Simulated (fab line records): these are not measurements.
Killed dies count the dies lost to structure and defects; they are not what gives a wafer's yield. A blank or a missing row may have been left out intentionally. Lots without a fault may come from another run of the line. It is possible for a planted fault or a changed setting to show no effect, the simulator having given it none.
Which tool was responsible? ; flow gf180mcu ; 13 lots, 39 wafers sampled, at 5 steps of a route of 602

WHAT THE GAUGES READ, wafer by wafer
GF_M2_CD_MEAS_14 targets a cd of 280 nm.
lot;measured;on;cd nm (nm)
L538;day 19 11:40;cd sem-02;281.3 280.7 281.1
L540;day 20 06:28;cd sem-02;280.6 281.3 280.3
L541;day 20 19:05;cd sem-02;281.9 281.7 281.1
L542;day 21 05:32;cd sem-02;279.6 278.1 279.1
L544;day 21 20:59;cd sem-02;281.5 280.7 281.4
L547;day 23 00:07;cd sem-01;281.5 281.1 281.4
L548;day 23 09:31;cd sem-02;282.4 279.6 280.8
L555;day 25 19:02;cd sem-01;279.5 278.8 279.9
L556;day 25 20:03;cd sem-02;279.7 281.6 280.4
L557;day 26 05:56;cd sem-01;278.5 279.5 278.8
L558;day 26 10:44;cd sem-02;280.1 278.9 280.4
L560;day 26 21:35;cd sem-01;281.3 281.9 283.0
L559;day 27 01:17;cd sem-02;278.2 277.3 277.4

GF_V2_THK_MEAS_01.
lot;measured;on;V2_CVD_00_THK (nm)
L538;day 19 12:33;film metro-02;606 615 606
L540;day 20 07:22;film metro-01;602 599 597
L541;day 20 20:02;film metro-02;600 599 599
L542;day 21 06:27;film metro-02;588 602 596
L544;day 21 21:53;film metro-02;597 598 602
L547;day 23 01:08;film metro-02;604 597 603
L548;day 23 10:53;film metro-03;602 607 596
L555;day 25 19:55;film metro-02;599 603 611
L556;day 25 21:04;film metro-01;613 603 591
L557;day 26 06:49;film metro-03;599 601 597
L558;day 26 11:37;film metro-03;596 596 602
L560;day 26 22:28;film metro-03;606 594 606
L559;day 27 02:10;film metro-01;608 606 602

GF_V2_CD_MEAS_14 targets a cd of 260 nm.
lot;measured;on;cd nm (nm)
L538;day 20 13:32;cd sem-01;260.2 259.4 260.0
L540;day 21 07:18;cd sem-02;263.0 262.1 264.2
L541;day 21 20:37;cd sem-02;260.3 260.1 260.0
L542;day 22 06:30;cd sem-02;260.0 261.1 261.8
L544;day 22 21:30;cd sem-01;259.0 258.0 258.9
L547;day 24 00:01;cd sem-01;268.3 267.8 268.3
L548;day 24 09:38;cd sem-02;269.6 268.4 268.9
L555;day 26 17:42;cd sem-01;259.7 259.1 258.6
L556;day 26 18:39;cd sem-01;259.5 258.4 258.7
L557;day 27 04:18;cd sem-02;259.6 260.3 260.1
L558;day 27 08:40;cd sem-02;260.9 260.7 261.0
L560;day 27 19:20;cd sem-02;257.5 257.1 258.0
L559;day 27 22:44;cd sem-02;259.0 257.8 258.6

GF_V2_THK_MEAS_25: measures by xrf.
lot;measured;on;V2_W_THK (nm)
L538;day 20 14:50;film metro-02;353 354 352
L540;day 21 08:26;film metro-02;349 345 352
L541;day 21 21:47;film metro-01;355 356 355
L542;day 22 08:07;film metro-03;359 355 359
L544;day 22 22:41;film metro-01;363 361 360
L547;day 24 01:09;film metro-02;348 348 355
L548;day 24 10:47;film metro-02;347 342 342
L555;day 26 18:51;film metro-01;353 353 352
L556;day 26 19:48;film metro-01;353 347 347
L557;day 27 05:26;film metro-02;350 352 350
L558;day 27 09:49;film metro-02;351 354 358
L560;day 27 20:49;film metro-01;356 352 351
L559;day 27 23:53;film metro-03;357 361 363

EACH LOT AND THE TOOL THAT RAN IT (in order: tool; ch and the chambers of the sampled wafers; start)
lot;GF_V2_SOFTBAKE_10
L538;litho track-02 ch 0, day 20 01:00
L540;litho track-04 ch 0, day 20 19:00
L541;litho track-03 ch 0, day 21 08:00
L542;litho track-04 ch 0, day 21 18:00
L544;litho track-03 ch 0, day 22 10:00
L547;litho track-03 ch 0, day 23 13:00
L548;litho track-03 ch 0, day 23 22:00
L555;litho track-02 ch 0, day 26 07:00
L556;litho track-02 ch 0, day 26 08:00
L557;litho track-04 ch 0, day 26 17:00
L558;litho track-03 ch 0, day 26 22:00
L560;litho track-02 ch 0, day 27 09:00
L559;litho track-04 ch 0, day 27 12:00
- GF_V2_SOFTBAKE_10: time 60 s.

AS READ BY THE TOOLS THEMSELVES (means over the sampled wafers that have a number; for cases with no such wafer, the mark the record gives instead)
GF_V2_SOFTBAKE_10.
lot;tool;heater power total W (W);plate temp C (C)
L538;litho track-02;93.06;130.12
L540;litho track-04;93.06;130.16
L541;litho track-03;93.06;129.90
L542;litho track-04;93.00;129.86
L544;litho track-03;92.98;129.75
L547;litho track-03;95.98;133.17
L548;litho track-03;95.94;133.06
L555;litho track-02;93.05;129.93
L556;litho track-02;93.07;130.02
L557;litho track-04;93.06;129.90
L558;litho track-03;93.05;130.06
L560;litho track-02;93.06;129.89
L559;litho track-04;93.02;129.97

THE ANSWER, worked out from the rows above alone
Rule: what is usual is taken from the lots themselves. The widest of any qualifying gaps counts: lots, ordered by their means at a reading, are off when they make up no more than a third of the lots, leave a main group of 4 or more, and stand apart from it by 3 or more times the standard deviation of that group's means. A main group whose means are all the same, to the digits that the tables above print for the reading, isn't used. Also off: a lot with no number at a reading for which 4 or more lots have one. Where the step has rows for the other lots, those lots are counted as sound. The gauges are gone through in route order, then the tools' own readings, and for those a lot's mean is taken as printed above. At the first step where some lot is off, the reading lying furthest off is the one used; lots without a number count as furthest.
Off: L547, L548 (GF_V2_CD_MEAS_14, cd nm). The main group has a mean of 259.8 nm with a standard deviation of 1.5.
A tool fits if, at a process step before that reading, it ran every lot that is off, and no sound lot after the first of them. Not tried: the gauges at GF_V2_CD_MEAS_14; whatever is off there is also off at GF_V2_SOFTBAKE_10, on other tools, and gauge error can't account for it. No candidate that was tried fits.

WHAT THE SIMULATOR HAD PUT IN
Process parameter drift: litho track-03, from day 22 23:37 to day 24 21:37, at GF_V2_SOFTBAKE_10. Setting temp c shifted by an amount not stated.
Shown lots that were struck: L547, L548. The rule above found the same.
